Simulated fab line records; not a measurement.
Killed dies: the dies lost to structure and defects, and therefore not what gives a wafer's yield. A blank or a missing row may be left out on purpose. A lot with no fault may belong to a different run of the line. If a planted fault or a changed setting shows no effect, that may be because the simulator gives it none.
8D (eight disciplines) problem report, filled in by code || flow gf180mcu || the parts of the form that need people (team, actions taken, sign-off) are left out
Where a reading is given only as a bound, like >300, the bound stands for it, and a mean or a difference that rests on one is marked > or <: the true number lies beyond.

1. THE ISSUE
Wafers free of any fault read 0.0327 ohm/sq (standard deviation 0.00033) for TOP_METAL_ALCU_RS at GF_TOP_METAL_RS_MEAS_05, against a mean of 9.6135 ohm/sq on 6 wafers of 2 lots. That is +99 or more standard deviations from the usual mean.
The step: measures by four-point-probe.
First seen on wafer L560.1, day 28 14:56, on filmMetro-02. At this step, 42 wafers from 14 lots have a number in the record. By rule, "out" or "out of limits" means more than 4 standard deviations away from the usual mean. The other wafers with a number count as sound.

2. WHAT IT IS; WHAT IT IS NOT
{"question": "which readings at this step", "is": "TOP_METAL_ALCU_RS", "is not": "-"}
{"question": "which lots", "is": "L560, L561", "is not": "L556, L557, L558, L559, L562, L568, L570, L571, L572, L573, L576, L577"}
{"question": "which wafers of those lots", "is": "all that have a number", "is not": "-"}
{"question": "read on which gauges", "is": "filmMetro-01, filmMetro-02", "is not": "filmMetro-04"}
{"question": "when", "is": "from day 28 14:56", "is not": "up to then (12 sound wafers); but 24 sound wafers of L562, L568, L570, L571, L572, L573, L576, L577 came after"}

3. WHAT RULES OUT EACH SUSPECT
Counting: any tool at a process step up to the reading is kept as a suspect provided that every lot that is out went through it and no sound lot did after the first of them.
- the gauge at GF_TOP_METAL_RS_MEAS_05 has been ruled out. Those wafers that are out were read across 2 gauges (filmMetro-01, filmMetro-02).
- rieMetal-01 at GF_M5_METAL_ETCH_10 (etches the open film in Cl2/BCl3, stops on SiO2, target depth 627.5 nm, time 104.6 s): ruled out as a lasting fault. After its first lot that is out, L560 (day 27 16:09), sound lots L562, L573, L577 ran on it.
- pvdSputter-02 at GF_TOP_METAL_SPUTTER_02 (material AlCu, target thk 900 nm, time 47.82 s): ruled out as a lasting fault. After its first lot that is out, L560 (day 28 14:50), sound lots L562, L570, L572, L576, L577 ran on it.
- pvdSputter-02 at GF_TOP_METAL_SPUTTER_03 (material Ti, target thk 5 nm, time 3.3 s): ruled out as a lasting fault. After its first lot that is out, L560 (day 28 14:53), sound lots L562, L570, L572, L576, L577 ran on it.
- pvdSputter-02 at GF_TOP_METAL_SPUTTER_04 (material TiN, target thk 25 nm, time 20.8 s): ruled out as a lasting fault. After its first lot that is out, L560 (day 28 14:54), sound lots L562, L570, L572, L576, L577 ran on it.
Left after counting: nothing in the record.

4. THE CAUSE (what the simulator had put in)
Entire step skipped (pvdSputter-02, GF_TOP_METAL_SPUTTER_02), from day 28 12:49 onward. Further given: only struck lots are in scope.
It was ruled out by counting, in error; the rule expects a fault to strike all lots run on its tool from its start on, and this fault did not.

5. THE EFFECT CHAIN, in route order
One row per reading whose mean, taken over the struck wafers that have a number, lies over 3 standard deviations from the usual. Readings are gone through only where the record gives a usual standard deviation; hours: the median, over the lots, of the time from a lot's start at the first step in this table giving one to that lot's start at this step; sigmas: the change measured in usual standard deviations.
{"hours": 0, "step": "GF_TOP_METAL_RS_MEAS_05", "reading": "TOP_METAL_ALCU_RS", "usual": "0.0327 ohm/sq", "on struck wafers": 9.6135, "change": "+9.5808", "sigmas": "+99 or more"}
{"hours": 0, "step": "GF_TOP_METAL_THK_MEAS_06", "reading": "TOP_METAL_ALCU_THK", "usual": "882 nm", "on struck wafers": "<0", "change": "<-882", "sigmas": "-99 or more"}
{"hours": 19, "step": "GF_TOP_METAL_METAL_ETCH_16", "reading": "oesProductAu", "usual": "0.965 a.u.", "on struck wafers": 0.989, "change": "+0.024", "sigmas": "+3.8"}
It contains these process steps:
- GF_TOP_METAL_METAL_ETCH_16: etches the open film in Cl2/BCl3, stops on SiO2, target depth 1077.5 nm, time 179.6 s.
Readings that are blank on the struck wafers while sound wafers have them: cathodeDcPowerW at GF_TOP_METAL_SPUTTER_02; chamberPressurePa at GF_TOP_METAL_SPUTTER_02; throttleValvePct at GF_TOP_METAL_SPUTTER_02.

6. HOW IT WOULD HAVE BEEN CAUGHT EARLIER
In this record the first reading out of limits at a measuring or inspecting step was taken at day 28 14:56, 2 hours after the fault began at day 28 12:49.
At GF_TOP_METAL_SPUTTER_02 the tool's readings are blank on the struck wafers, where sound wafers have them: an empty tool record is the first sign, and it was there at once.
